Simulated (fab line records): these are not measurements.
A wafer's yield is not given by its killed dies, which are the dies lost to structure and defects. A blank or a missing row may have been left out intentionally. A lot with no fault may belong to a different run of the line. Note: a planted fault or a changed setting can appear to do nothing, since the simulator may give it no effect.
Which of the tools did it? :: flow sky130 :: 11 lots with 33 wafers sampled at 6 steps, on a route of 708 steps

== WHAT THE GAUGES SHOWED, per wafer ==
SKY_LDD_P_TW_MEAS_11.
lot: L421
measured: day 19 01:28
on: film-metro-04
LDD_P_TW: 618 621 617

lot: L423
measured: day 19 21:20
on: film-metro-03
LDD_P_TW: 652 649 648

lot: L427
measured: day 22 01:49
on: film-metro-04
LDD_P_TW: 623 623 627

lot: L429
measured: day 22 03:32
on: film-metro-01
LDD_P_TW: 638 638 639

lot: L431
measured: day 22 11:41
on: film-metro-04
LDD_P_TW: 622 623 623

lot: L433
measured: day 23 09:06
on: film-metro-04
LDD_P_TW: 617 620 619

lot: L438
measured: day 26 05:49
on: film-metro-04
LDD_P_TW: 621 626 621

lot: L440
measured: day 26 05:53
on: film-metro-01
LDD_P_TW: 640 639 636

lot: L441
measured: day 26 06:49
on: film-metro-01
LDD_P_TW: 636 643 641

lot: L443
measured: day 26 20:42
on: film-metro-03
LDD_P_TW: 644 645 646

lot: L444
measured: day 27 04:53
on: film-metro-04
LDD_P_TW: 627 626 627

SKY_SD_N_RS_MEAS_17: measures by four-point-probe.
lot: L421
measured: day 27 20:34
on: film-metro-02
SD_P_RS (ohm/sq): 147.5 147.6 147.9

lot: L423
measured: day 28 14:39
on: film-metro-04
SD_P_RS (ohm/sq): 146.7 146.3 146.4

lot: L427
measured: day 30 12:44
on: film-metro-02
SD_P_RS (ohm/sq): 147.5 147.2 146.9

lot: L429
measured: day 30 18:19
on: film-metro-01
SD_P_RS (ohm/sq): 150.9 151.0 151.0

lot: L431
measured: day 30 23:38
on: film-metro-01
SD_P_RS (ohm/sq): 151.8 151.7 151.2

lot: L433
measured: day 31 18:31
on: film-metro-04
SD_P_RS (ohm/sq): 150.4 149.7 150.2

lot: L438
measured: day 34 09:25
on: film-metro-01
SD_P_RS (ohm/sq): 147.8 147.1 147.2

lot: L440
measured: day 34 10:41
on: film-metro-04
SD_P_RS (ohm/sq): 146.4 146.7 146.8

lot: L441
measured: day 34 11:55
on: film-metro-04
SD_P_RS (ohm/sq): 147.5 147.0 146.9

lot: L443
measured: day 34 22:52
on: film-metro-01
SD_P_RS (ohm/sq): 147.1 147.2 147.4

lot: L444
measured: day 35 06:02
on: film-metro-01
SD_P_RS (ohm/sq): 147.3 147.1 147.1

SKY_METAL1_THK_MEAS_06: measures by xrf.
lot: L421
measured: day 31 12:02
on: film-metro-03
METAL1_ALCU_THK (nm): 255 254 255

lot: L423
measured: day 32 07:48
on: film-metro-03
METAL1_ALCU_THK (nm): 253 253 253

lot: L427
measured: day 34 02:55
on: film-metro-03
METAL1_ALCU_THK (nm): 250 250 249

lot: L429
measured: day 34 06:47
on: film-metro-03
METAL1_ALCU_THK (nm): 252 249 248

lot: L431
measured: day 34 14:03
on: film-metro-03
METAL1_ALCU_THK (nm): 250 254 251

lot: L433
measured: day 35 06:28
on: film-metro-03
METAL1_ALCU_THK (nm): 250 246 251

lot: L438
measured: day 37 20:51
on: film-metro-04
METAL1_ALCU_THK (nm): 260 261 261

lot: L440
measured: day 37 22:11
on: film-metro-04
METAL1_ALCU_THK (nm): 259 255 256

lot: L441
measured: day 37 23:44
on: film-metro-03
METAL1_ALCU_THK (nm): 257 260 258

lot: L443
measured: day 38 09:13
on: film-metro-01
METAL1_ALCU_THK (nm): 249 252 253

lot: L444
measured: day 38 17:15
on: film-metro-01
METAL1_ALCU_THK (nm): 261 262 260

== WHICH TOOL RAN EACH LOT (tool, then ch and the chambers of the sampled wafers, then the start) ==
lot: L421
SKY_SD_P_IMPLANT_09: implanter-03 ch 0, day 25 10:13
SKY_SD_P_STRIP_10: plasma-asher-02 ch 0,1, day 25 10:22
SKY_LI_CONTACT_CMP_24: cmp-02 ch 0,3, day 29 01:28

lot: L423
SKY_SD_P_IMPLANT_09: implanter-03 ch 0, day 26 05:22
SKY_SD_P_STRIP_10: plasma-asher-03 ch 0,1, day 26 05:30
SKY_LI_CONTACT_CMP_24: cmp-01 ch 0,1,3, day 29 20:43

lot: L427
SKY_SD_P_IMPLANT_09: implanter-04 ch 0, day 28 04:38
SKY_SD_P_STRIP_10: plasma-asher-02 ch 1, day 28 04:46
SKY_LI_CONTACT_CMP_24: cmp-01 ch 1,3, day 31 17:49

lot: L429
SKY_SD_P_IMPLANT_09: implanter-03 ch 0, day 28 08:58
SKY_SD_P_STRIP_10: plasma-asher-03 ch 0,1, day 28 09:07
SKY_LI_CONTACT_CMP_24: cmp-01 ch 0,3, day 31 23:26

lot: L431
SKY_SD_P_IMPLANT_09: implanter-03 ch 0, day 28 14:04
SKY_SD_P_STRIP_10: plasma-asher-03 ch 0,1, day 28 14:12
SKY_LI_CONTACT_CMP_24: cmp-02 ch 0,3, day 32 04:50

lot: L433
SKY_SD_P_IMPLANT_09: implanter-03 ch 0, day 29 10:07
SKY_SD_P_STRIP_10: plasma-asher-03 ch 0,1, day 29 10:15
SKY_LI_CONTACT_CMP_24: cmp-01 ch 0,2,3, day 32 22:56

lot: L438
SKY_SD_P_IMPLANT_09: implanter-04 ch 0, day 32 04:16
SKY_SD_P_STRIP_10: plasma-asher-02 ch 0,1, day 32 04:25
SKY_LI_CONTACT_CMP_24: cmp-01 ch 0,3, day 35 12:46

lot: L440
SKY_SD_P_IMPLANT_09: implanter-01 ch 0, day 32 05:02
SKY_SD_P_STRIP_10: plasma-asher-02 ch 0,1, day 32 05:10
SKY_LI_CONTACT_CMP_24: cmp-01 ch 2,3, day 35 13:44

lot: L441
SKY_SD_P_IMPLANT_09: implanter-03 ch 0, day 32 05:46
SKY_SD_P_STRIP_10: plasma-asher-02 ch 0,1, day 32 05:55
SKY_LI_CONTACT_CMP_24: cmp-01 ch 0,3, day 35 15:32

lot: L443
SKY_SD_P_IMPLANT_09: implanter-04 ch 0, day 32 15:47
SKY_SD_P_STRIP_10: plasma-asher-01 ch 0,1, day 32 15:53
SKY_LI_CONTACT_CMP_24: cmp-01 ch 0,1,3, day 36 01:56

lot: L444
SKY_SD_P_IMPLANT_09: implanter-03 ch 0, day 33 01:23
SKY_SD_P_STRIP_10: plasma-asher-03 ch 0,1, day 33 01:31
SKY_LI_CONTACT_CMP_24: cmp-01 ch 1,2,3, day 36 09:55
- SKY_SD_P_IMPLANT_09
- SKY_SD_P_STRIP_10: strips in O2/N2.
- SKY_LI_CONTACT_CMP_24: polishes, stops on PSG, t overpolish 20 s, target thk 0 nm.

== AS READ BY THE TOOLS THEMSELVES (means over the sampled wafers that have a number; for cases with no such wafer, the mark the record gives instead) ==
SKY_SD_P_IMPLANT_09.
lot: L421
tool: implanter-03
beam-on-s (s): 15.9
dose-ions-cm2: 2.997e+15

lot: L423
tool: implanter-03
beam-on-s (s): 16.1
dose-ions-cm2: 2.999e+15

lot: L427
tool: implanter-04
beam-on-s (s): 14.9
dose-ions-cm2: 3.001e+15

lot: L429
tool: implanter-03
beam-on-s (s): 12.8
dose-ions-cm2: 2.378e+15

lot: L431
tool: implanter-03
beam-on-s (s): 12.7
dose-ions-cm2: 2.380e+15

lot: L433
tool: implanter-03
beam-on-s (s): 12.4
dose-ions-cm2: 2.381e+15

lot: L438
tool: implanter-04
beam-on-s (s): 14.8
dose-ions-cm2: 3.002e+15

lot: L440
tool: implanter-01
beam-on-s (s): 14.7
dose-ions-cm2: 2.997e+15

lot: L441
tool: implanter-03
beam-on-s (s): 16.4
dose-ions-cm2: 3.002e+15

lot: L443
tool: implanter-04
beam-on-s (s): 14.7
dose-ions-cm2: 3.001e+15

lot: L444
tool: implanter-03
beam-on-s (s): 16.2
dose-ions-cm2: 3.000e+15

SKY_SD_P_STRIP_10.
lot: L421
tool: plasma-asher-02
drypump-motor-current-A (A): 5.5
oes-product-au (a.u.): 0.613
strip-time-to-endpoint-s (s): 17.49

lot: L423
tool: plasma-asher-03
drypump-motor-current-A (A): 6.2
oes-product-au (a.u.): 0.617
strip-time-to-endpoint-s (s): 17.55

lot: L427
tool: plasma-asher-02
drypump-motor-current-A (A): 6.2
oes-product-au (a.u.): 0.619
strip-time-to-endpoint-s (s): 17.54

lot: L429
tool: plasma-asher-03
drypump-motor-current-A (A): 6.2
oes-product-au (a.u.): 0.627
strip-time-to-endpoint-s (s): 17.07

lot: L431
tool: plasma-asher-03
drypump-motor-current-A (A): 6.2
oes-product-au (a.u.): 0.625
strip-time-to-endpoint-s (s): 17.01

lot: L433
tool: plasma-asher-03
drypump-motor-current-A (A): 6.2
oes-product-au (a.u.): 0.625
strip-time-to-endpoint-s (s): 17.08

lot: L438
tool: plasma-asher-02
drypump-motor-current-A (A): 5.5
oes-product-au (a.u.): 0.618
strip-time-to-endpoint-s (s): 17.50

lot: L440
tool: plasma-asher-02
drypump-motor-current-A (A): 5.8
oes-product-au (a.u.): 0.617
strip-time-to-endpoint-s (s): 17.49

lot: L441
tool: plasma-asher-02
drypump-motor-current-A (A): 5.5
oes-product-au (a.u.): 0.620
strip-time-to-endpoint-s (s): 17.50

lot: L443
tool: plasma-asher-01
drypump-motor-current-A (A): 5.4
oes-product-au (a.u.): 0.618
strip-time-to-endpoint-s (s): 17.49

lot: L444
tool: plasma-asher-03
drypump-motor-current-A (A): 6.2
oes-product-au (a.u.): 0.616
strip-time-to-endpoint-s (s): 17.53

SKY_LI_CONTACT_CMP_24.
lot: L421
tool: cmp-02
motor-current-A (A): 11.5
overpolish-run-s (s): 19.997
platen-rpm (rpm): 59.97
time-to-endpoint-s (s): 102

lot: L423
tool: cmp-01
motor-current-A (A): 10.5
overpolish-run-s (s): 20.002
platen-rpm (rpm): 60.01
time-to-endpoint-s (s): 96

lot: L427
tool: cmp-01
motor-current-A (A): 11.1
overpolish-run-s (s): 20.001
platen-rpm (rpm): 60.01
time-to-endpoint-s (s): 94

lot: L429
tool: cmp-01
motor-current-A (A): 9.9
overpolish-run-s (s): 20.002
platen-rpm (rpm): 59.96
time-to-endpoint-s (s): 89

lot: L431
tool: cmp-02
motor-current-A (A): 12.1
overpolish-run-s (s): 20.011
platen-rpm (rpm): 60.03
time-to-endpoint-s (s): 96

lot: L433
tool: cmp-01
motor-current-A (A): 10.1
overpolish-run-s (s): 20.008
platen-rpm (rpm): 59.97
time-to-endpoint-s (s): 98

lot: L438
tool: cmp-01
motor-current-A (A): 9.4
overpolish-run-s (s): 19.997
platen-rpm (rpm): 60.00
time-to-endpoint-s (s): 95

lot: L440
tool: cmp-01
motor-current-A (A): 9.4
overpolish-run-s (s): 19.995
platen-rpm (rpm): 59.98
time-to-endpoint-s (s): 101

lot: L441
tool: cmp-01
motor-current-A (A): 10.1
overpolish-run-s (s): 20.009
platen-rpm (rpm): 60.02
time-to-endpoint-s (s): 99

lot: L443
tool: cmp-01
motor-current-A (A): 10.6
overpolish-run-s (s): 19.997
platen-rpm (rpm): 60.01
time-to-endpoint-s (s): 96

lot: L444
tool: cmp-01
motor-current-A (A): 10.8
overpolish-run-s (s): 19.987
platen-rpm (rpm): 60.02
time-to-endpoint-s (s): 96

== THE ANSWER, worked out from the rows above alone ==
Rule: the lots themselves supply what counts as usual. Put in order of their means at a reading, lots are off if they are a third of the lots or fewer, leave a main group of 4 or more, and stand apart from it by a gap of 3 or more times the standard deviation of the main group's means; of several such gaps the widest counts. A main group whose means are all the same, to the digits that the tables above print for the reading, isn't used. A lot without any number at a reading at which 4 lots or more have one is off too. All remaining lots with rows at the step are treated as sound. After the gauges, taken in route order, come the tools' own readings; for these a lot's mean is taken, as printed above. At the first step where some lot is off, the reading lying furthest off is the one used; lots without a number count as furthest.
Off: L429, L431, L433, at SKY_SD_N_RS_MEAS_17 (SD_P_RS). The main group has a mean of 147.1 ohm/sq with a standard deviation of 0.36.
A tool fits if, at a process step before that reading, it ran every lot that is off, and no sound lot after the first of them. The gauges at SKY_SD_N_RS_MEAS_17 aren't tried: what is off there is off at SKY_SD_P_IMPLANT_09 too, on other tools, and a gauge's error can't cause that. Of those tried, none fits.

== WHAT THE SIMULATOR PUT IN ==
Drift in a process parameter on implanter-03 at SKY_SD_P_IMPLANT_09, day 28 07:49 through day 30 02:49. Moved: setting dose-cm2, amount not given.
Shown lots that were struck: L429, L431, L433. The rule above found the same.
